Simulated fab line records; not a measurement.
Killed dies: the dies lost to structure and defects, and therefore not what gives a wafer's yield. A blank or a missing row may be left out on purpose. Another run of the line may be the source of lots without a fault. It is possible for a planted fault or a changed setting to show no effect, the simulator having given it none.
Which of the tools did it? / flow sky130 / 12 lots with 36 wafers sampled at 3 steps, on a route of 708 steps

## WHAT EACH GAUGE READ, for each wafer
SKY_CONTACT_THK_MEAS_26: measures by xrf.
lot=L782; measured=day 31 11:02; on=filmMetro-04; CONTACT_W_THK (nm)=334 340 333
lot=L783; measured=day 31 17:01; on=filmMetro-04; CONTACT_W_THK (nm)=328 330 330
lot=L786; measured=day 32 18:34; on=filmMetro-01; CONTACT_W_THK (nm)=328 327 332
lot=L787; measured=day 33 08:13; on=filmMetro-01; CONTACT_W_THK (nm)=338 342 334
lot=L791; measured=day 34 17:10; on=filmMetro-04; CONTACT_W_THK (nm)=339 330 341
lot=L792; measured=day 34 22:33; on=filmMetro-01; CONTACT_W_THK (nm)=336 339 341
lot=L799; measured=day 37 17:50; on=filmMetro-03; CONTACT_W_THK (nm)=328 329 336
lot=L800; measured=day 37 19:56; on=filmMetro-04; CONTACT_W_THK (nm)=332 335 336
lot=L801; measured=day 38 01:03; on=filmMetro-01; CONTACT_W_THK (nm)=342 339 342
lot=L803; measured=day 38 10:28; on=filmMetro-03; CONTACT_W_THK (nm)=320 320 318
lot=L805; measured=day 38 18:27; on=filmMetro-03; CONTACT_W_THK (nm)=328 323 327
lot=L804; measured=day 38 21:09; on=filmMetro-01; CONTACT_W_THK (nm)=341 334 341

## TOOL THAT RAN EACH LOT (tool first, then ch and the chambers of the sampled wafers, then the start)
lot=L782; SKY_CONTACT_ETCH_18=rieDiel-03 ch 0,1,3, day 31 10:00; SKY_CONTACT_STRIP_19=plasmaAsher-04 ch 1, day 31 10:04
lot=L783; SKY_CONTACT_ETCH_18=rieDiel-01 ch 0,2,3, day 31 16:00; SKY_CONTACT_STRIP_19=plasmaAsher-02 ch 0,1, day 31 16:05
lot=L786; SKY_CONTACT_ETCH_18=rieDiel-03 ch 0,1,3, day 32 17:00; SKY_CONTACT_STRIP_19=plasmaAsher-03 ch 0,1, day 32 17:41
lot=L787; SKY_CONTACT_ETCH_18=rieDiel-03 ch 1,3, day 33 07:00; SKY_CONTACT_STRIP_19=plasmaAsher-02 ch 0,1, day 33 07:19
lot=L791; SKY_CONTACT_ETCH_18=rieDiel-03 ch 0,1, day 34 16:00; SKY_CONTACT_STRIP_19=plasmaAsher-02 ch 0,1, day 34 16:17
lot=L792; SKY_CONTACT_ETCH_18=rieDiel-03 ch 0,1,3, day 34 21:00; SKY_CONTACT_STRIP_19=plasmaAsher-03 ch 0,1, day 34 21:40
lot=L799; SKY_CONTACT_ETCH_18=rieDiel-02 ch 0,2, day 37 16:00; SKY_CONTACT_STRIP_19=plasmaAsher-02 ch 0,1, day 37 16:53
lot=L800; SKY_CONTACT_ETCH_18=rieDiel-03 ch 0,1, day 37 18:00; SKY_CONTACT_STRIP_19=plasmaAsher-03 ch 0,1, day 37 19:02
lot=L801; SKY_CONTACT_ETCH_18=rieDiel-01 ch 1,2, day 38 00:00; SKY_CONTACT_STRIP_19=plasmaAsher-02 ch 0,1, day 38 00:04
lot=L803; SKY_CONTACT_ETCH_18=rieDiel-01 ch 1,3, day 38 09:00; SKY_CONTACT_STRIP_19=plasmaAsher-03 ch 0,1, day 38 09:34
lot=L805; SKY_CONTACT_ETCH_18=rieDiel-03 ch 1,2,3, day 38 17:00; SKY_CONTACT_STRIP_19=plasmaAsher-04 ch 0,1, day 38 17:32
lot=L804; SKY_CONTACT_ETCH_18=rieDiel-01 ch 2,3, day 38 20:00; SKY_CONTACT_STRIP_19=plasmaAsher-04 ch 0,1, day 38 20:16
- SKY_CONTACT_ETCH_18: etches Si3N4 in CHF3/O2, stops on TiN, time 39 s, target depth 75 nm.
- SKY_CONTACT_STRIP_19: strips in O2/N2.

## AS READ BY THE TOOLS THEMSELVES (means over the sampled wafers that have a number; for cases with no such wafer, the mark the record gives instead)
SKY_CONTACT_ETCH_18.
lot=L782; tool=rieDiel-03; biasW (W)=200.2; drypumpMotorCurrentA (A)=5.8; oesProductAu (a.u.)=0.850; throttleValvePct (%)=8.788
lot=L783; tool=rieDiel-01; biasW (W)=200.3; drypumpMotorCurrentA (A)=5.9; oesProductAu (a.u.)=0.837; throttleValvePct (%)=8.788
lot=L786; tool=rieDiel-03; biasW (W)=199.6; drypumpMotorCurrentA (A)=5.8; oesProductAu (a.u.)=0.845; throttleValvePct (%)=8.791
lot=L787; tool=rieDiel-03; biasW (W)=200.1; drypumpMotorCurrentA (A)=5.8; oesProductAu (a.u.)=0.856; throttleValvePct (%)=8.788
lot=L791; tool=rieDiel-03; biasW (W)=161.8; drypumpMotorCurrentA (A)=6.0; oesProductAu (a.u.)=0.852; throttleValvePct (%)=8.797
lot=L792; tool=rieDiel-03; biasW (W)=161.5; drypumpMotorCurrentA (A)=5.8; oesProductAu (a.u.)=0.843; throttleValvePct (%)=8.791
lot=L799; tool=rieDiel-02; biasW (W)=199.7; drypumpMotorCurrentA (A)=5.3; oesProductAu (a.u.)=0.849; throttleValvePct (%)=8.798
lot=L800; tool=rieDiel-03; biasW (W)=199.9; drypumpMotorCurrentA (A)=5.9; oesProductAu (a.u.)=0.859; throttleValvePct (%)=8.786
lot=L801; tool=rieDiel-01; biasW (W)=199.2; drypumpMotorCurrentA (A)=5.5; oesProductAu (a.u.)=0.856; throttleValvePct (%)=8.799
lot=L803; tool=rieDiel-01; biasW (W)=200.0; drypumpMotorCurrentA (A)=6.4; oesProductAu (a.u.)=0.858; throttleValvePct (%)=8.792
lot=L805; tool=rieDiel-03; biasW (W)=200.3; drypumpMotorCurrentA (A)=5.7; oesProductAu (a.u.)=0.849; throttleValvePct (%)=8.788
lot=L804; tool=rieDiel-01; biasW (W)=199.9; drypumpMotorCurrentA (A)=5.8; oesProductAu (a.u.)=0.850; throttleValvePct (%)=8.795

SKY_CONTACT_STRIP_19.
lot=L782; tool=plasmaAsher-04; drypumpMotorCurrentA (A)=5.5; n2FlowSccm (sccm)=299.2; oesProductAu (a.u.)=0.376; stripTimeToEndpointS (s)=3.58
lot=L783; tool=plasmaAsher-02; drypumpMotorCurrentA (A)=5.1; n2FlowSccm (sccm)=299.1; oesProductAu (a.u.)=0.381; stripTimeToEndpointS (s)=3.61
lot=L786; tool=plasmaAsher-03; drypumpMotorCurrentA (A)=5.6; n2FlowSccm (sccm)=301.0; oesProductAu (a.u.)=0.379; stripTimeToEndpointS (s)=3.60
lot=L787; tool=plasmaAsher-02; drypumpMotorCurrentA (A)=5.5; n2FlowSccm (sccm)=300.5; oesProductAu (a.u.)=0.383; stripTimeToEndpointS (s)=3.64
lot=L791; tool=plasmaAsher-02; drypumpMotorCurrentA (A)=5.1; n2FlowSccm (sccm)=299.8; oesProductAu (a.u.)=0.378; stripTimeToEndpointS (s)=3.67
lot=L792; tool=plasmaAsher-03; drypumpMotorCurrentA (A)=5.6; n2FlowSccm (sccm)=300.0; oesProductAu (a.u.)=0.379; stripTimeToEndpointS (s)=3.64
lot=L799; tool=plasmaAsher-02; drypumpMotorCurrentA (A)=5.5; n2FlowSccm (sccm)=299.3; oesProductAu (a.u.)=0.384; stripTimeToEndpointS (s)=3.64
lot=L800; tool=plasmaAsher-03; drypumpMotorCurrentA (A)=5.8; n2FlowSccm (sccm)=300.8; oesProductAu (a.u.)=0.380; stripTimeToEndpointS (s)=3.64
lot=L801; tool=plasmaAsher-02; drypumpMotorCurrentA (A)=5.5; n2FlowSccm (sccm)=300.0; oesProductAu (a.u.)=0.379; stripTimeToEndpointS (s)=3.60
lot=L803; tool=plasmaAsher-03; drypumpMotorCurrentA (A)=5.8; n2FlowSccm (sccm)=299.5; oesProductAu (a.u.)=0.378; stripTimeToEndpointS (s)=3.58
lot=L805; tool=plasmaAsher-04; drypumpMotorCurrentA (A)=6.0; n2FlowSccm (sccm)=300.1; oesProductAu (a.u.)=0.377; stripTimeToEndpointS (s)=3.63
lot=L804; tool=plasmaAsher-04; drypumpMotorCurrentA (A)=5.9; n2FlowSccm (sccm)=298.8; oesProductAu (a.u.)=0.383; stripTimeToEndpointS (s)=3.65

## THE ANSWER, worked out from the rows above alone
Rule: the usual values come from the lots themselves. Put in order of their means at a reading, lots are off if they are a third of the lots or fewer, leave a main group of 4 or more, and stand apart from it by a gap of 3 or more times the standard deviation of the main group's means; of several such gaps the widest counts. A main group is skipped when, at the precision printed for the reading in the tables above, its means are all equal. Also off: a lot with no number at a reading for which 4 or more lots have one. Where the step has rows for the other lots, those lots are counted as sound. Order of review: gauges by route order, followed by the tools' own readings, for which a lot's mean as printed above is used. At the first step where some lot is off, the reading lying furthest off is the one used; lots without a number count as furthest.
Off: L791, L792 (SKY_CONTACT_ETCH_18, biasW). Mean 199.9 W and standard deviation 0.33 in the main group.
A tool fits if, at that step or a process step before it, it ran every lot that is off, and no sound lot after the first of them. No candidate that was tried fits.

## WHAT THE SIMULATOR HAD PUT IN
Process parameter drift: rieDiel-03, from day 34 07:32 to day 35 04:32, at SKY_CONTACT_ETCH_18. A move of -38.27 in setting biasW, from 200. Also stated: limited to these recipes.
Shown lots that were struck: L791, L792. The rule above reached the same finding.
